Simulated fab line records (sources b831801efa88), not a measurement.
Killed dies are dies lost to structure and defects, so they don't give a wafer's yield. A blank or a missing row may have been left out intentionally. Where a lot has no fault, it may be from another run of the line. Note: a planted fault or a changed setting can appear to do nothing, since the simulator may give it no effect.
Lot-split experiment :: flow sfq line :: 5 lots, 23 wafers read, on a route of 325 steps

ABOUT THE SPLIT
At SFQ_TRILAYER_M1_ETCH_METAL_ETCH_042 (etches Nb in Cl2/Ar, stops on SiO2, target depth 240 nm, time 120 s), the setting time s was moved away from the recipe's 120 s on 7 of the 23 wafers read, by -7.6% to +12.8%. This setting was run at the recipe's value on the other wafers.

The reading comes from the split's own step.

THE READING
KrF_of_TRILAYER_M1_LITHO_COAT_039.thk nm (the simulator's own value, which no gauge read), in nm, at SFQ_TRILAYER_M1_ETCH_METAL_ETCH_042 (etches Nb in Cl2/Ar, stops on SiO2, target depth 240 nm, time 120 s). There is no usual value for it anywhere in the file. Average 378.8 nm, standard deviation 3.5 nm, over the 16 wafers here run with the recipe.

wafer: L076.2
tool, chamber at the split: rie metal-03, 1
time s as run, s: 113.8
against the recipe: -5.2%
KrF_of_TRILAYER_M1_LITHO_COAT_039.thk nm, nm: 380.6
against lot-mates on the recipe: +3.3

wafer: L076.3
tool, chamber at the split: rie metal-03, 0
time s as run, s: 120
against the recipe: recipe
KrF_of_TRILAYER_M1_LITHO_COAT_039.thk nm, nm: 378.2
against lot-mates on the recipe: -

wafer: L076.4
tool, chamber at the split: rie metal-03, 1
time s as run, s: 120
against the recipe: recipe
KrF_of_TRILAYER_M1_LITHO_COAT_039.thk nm, nm: 374.9
against lot-mates on the recipe: -

wafer: L076.5
tool, chamber at the split: rie metal-03, 0
time s as run, s: 120
against the recipe: recipe
KrF_of_TRILAYER_M1_LITHO_COAT_039.thk nm, nm: 378.9
against lot-mates on the recipe: -

wafer: L076.6
tool, chamber at the split: rie metal-03, 1
time s as run, s: 113.8
against the recipe: -5.2%
KrF_of_TRILAYER_M1_LITHO_COAT_039.thk nm, nm: 381.8
against lot-mates on the recipe: +4.5

wafer: L077.1
tool, chamber at the split: rie metal-02, 0
time s as run, s: 120
against the recipe: recipe
KrF_of_TRILAYER_M1_LITHO_COAT_039.thk nm, nm: 380.8
against lot-mates on the recipe: -

wafer: L077.2
tool, chamber at the split: rie metal-02, 1
time s as run, s: 120
against the recipe: recipe
KrF_of_TRILAYER_M1_LITHO_COAT_039.thk nm, nm: 383.2
against lot-mates on the recipe: -

wafer: L077.3
tool, chamber at the split: rie metal-02, 0
time s as run, s: 120
against the recipe: recipe
KrF_of_TRILAYER_M1_LITHO_COAT_039.thk nm, nm: 379.9
against lot-mates on the recipe: -

wafer: L077.4
tool, chamber at the split: rie metal-02, 1
time s as run, s: 120
against the recipe: recipe
KrF_of_TRILAYER_M1_LITHO_COAT_039.thk nm, nm: 382.1
against lot-mates on the recipe: -

wafer: L077.6
tool, chamber at the split: rie metal-02, 0
time s as run, s: 120
against the recipe: recipe
KrF_of_TRILAYER_M1_LITHO_COAT_039.thk nm, nm: 382.9
against lot-mates on the recipe: -

wafer: L079.2
tool, chamber at the split: rie metal-01, 1
time s as run, s: 120
against the recipe: recipe
KrF_of_TRILAYER_M1_LITHO_COAT_039.thk nm, nm: 371.5
against lot-mates on the recipe: -

wafer: L079.4
tool, chamber at the split: rie metal-01, 1
time s as run, s: 120
against the recipe: recipe
KrF_of_TRILAYER_M1_LITHO_COAT_039.thk nm, nm: 373.2
against lot-mates on the recipe: -

wafer: L079.6
tool, chamber at the split: rie metal-01, 1
time s as run, s: 120
against the recipe: recipe
KrF_of_TRILAYER_M1_LITHO_COAT_039.thk nm, nm: 375.3
against lot-mates on the recipe: -

wafer: L082.1
tool, chamber at the split: rie metal-03, 1
time s as run, s: 120
against the recipe: recipe
KrF_of_TRILAYER_M1_LITHO_COAT_039.thk nm, nm: 384.2
against lot-mates on the recipe: -

wafer: L082.3
tool, chamber at the split: rie metal-03, 1
time s as run, s: 110.9
against the recipe: -7.6%
KrF_of_TRILAYER_M1_LITHO_COAT_039.thk nm, nm: 391.7
against lot-mates on the recipe: +10.1

wafer: L082.4
tool, chamber at the split: rie metal-03, 0
time s as run, s: 110.9
against the recipe: -7.6%
KrF_of_TRILAYER_M1_LITHO_COAT_039.thk nm, nm: 394.5
against lot-mates on the recipe: +12.9

wafer: L082.5
tool, chamber at the split: rie metal-03, 0
time s as run, s: 110.9
against the recipe: -7.6%
KrF_of_TRILAYER_M1_LITHO_COAT_039.thk nm, nm: 393.8
against lot-mates on the recipe: +12.2

wafer: L082.6
tool, chamber at the split: rie metal-03, 1
time s as run, s: 120
against the recipe: recipe
KrF_of_TRILAYER_M1_LITHO_COAT_039.thk nm, nm: 379.1
against lot-mates on the recipe: -

wafer: L084.1
tool, chamber at the split: rie metal-02, 0
time s as run, s: 135.4
against the recipe: +12.8%
KrF_of_TRILAYER_M1_LITHO_COAT_039.thk nm, nm: 362.5
against lot-mates on the recipe: -16.1

wafer: L084.2
tool, chamber at the split: rie metal-02, 1
time s as run, s: 120
against the recipe: recipe
KrF_of_TRILAYER_M1_LITHO_COAT_039.thk nm, nm: 377.7
against lot-mates on the recipe: -

wafer: L084.3
tool, chamber at the split: rie metal-02, 0
time s as run, s: 135.4
against the recipe: +12.8%
KrF_of_TRILAYER_M1_LITHO_COAT_039.thk nm, nm: 362.1
against lot-mates on the recipe: -16.5

wafer: L084.4
tool, chamber at the split: rie metal-02, 1
time s as run, s: 120
against the recipe: recipe
KrF_of_TRILAYER_M1_LITHO_COAT_039.thk nm, nm: 378.3
against lot-mates on the recipe: -

wafer: L084.5
tool, chamber at the split: rie metal-02, 0
time s as run, s: 120
against the recipe: recipe
KrF_of_TRILAYER_M1_LITHO_COAT_039.thk nm, nm: 379.9
against lot-mates on the recipe: -

FIT RESULTS
A straight line over all 23 wafers: KrF_of_TRILAYER_M1_LITHO_COAT_039.thk nm changes by -1.4 nm for each +1% of time s; r = -0.89; the points scatter about the line by 3.8 nm.
The same after taking each lot's own level away (the mean of its wafers on the recipe; 23 wafers): -1.31 nm for each +1%; r = -0.96; scatter 1.8 nm.
That fit puts the effect of the largest move of time s on the reading at 17 nm.
From 373.33 to 381.78 nm: that is the span of the lots' own levels, equal to 2.4 times the standard deviation above.
The two slopes are in agreement: the lot-to-lot level therefore moves the slope only a little.
Check: -17.1 nm against its lot-mates is what the line predicts for one of the wafers moved furthest among these (+12.8%) when that wafer is left out of the fit. It came out at -16.1 nm against them.

ADDITIONAL SPLITS CARRIED BY THESE WAFERS
Note: prior to the reading, these wafers also went through further splits. Each is held against what the fit with the lots' levels taken away leaves over:
other split on the same wafers: SFQ_TRILAYER_INCOMING_OXIDATION_002 ox time s
wafers away from the commonest value: 15
r with KrF_of_TRILAYER_M1_LITHO_COAT_039.thk nm (lot level and that fit taken away): +0.18

other split on the same wafers: SFQ_TRILAYER_M0_LITHO_COAT_026 resist thk nm
wafers away from the commonest value: 7
r with KrF_of_TRILAYER_M1_LITHO_COAT_039.thk nm (lot level and that fit taken away): -0.13

other split on the same wafers: SFQ_TRILAYER_M0_LITHO_PEB_024 peb time s
wafers away from the commonest value: 9
r with KrF_of_TRILAYER_M1_LITHO_COAT_039.thk nm (lot level and that fit taken away): +0.18

other split on the same wafers: SFQ_TRILAYER_I0_DEP_PECVD_027 time s
wafers away from the commonest value: 10
r with KrF_of_TRILAYER_M1_LITHO_COAT_039.thk nm (lot level and that fit taken away): -0.31

other split on the same wafers: SFQ_TRILAYER_I0_VIA_LITHO_COAT_036 resist thk nm
wafers away from the commonest value: 9
r with KrF_of_TRILAYER_M1_LITHO_COAT_039.thk nm (lot level and that fit taken away): -0.12

other split on the same wafers: SFQ_TRILAYER_M1_LITHO_COAT_044 resist thk nm
wafers away from the commonest value: 11
r with KrF_of_TRILAYER_M1_LITHO_COAT_039.thk nm (lot level and that fit taken away): +0.26

THE FILE'S OWN FIT
KrF_of_TRILAYER_M1_LITHO_COAT_039.thk nm changes by -1.28 nm for each +1% of time s, r = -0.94.
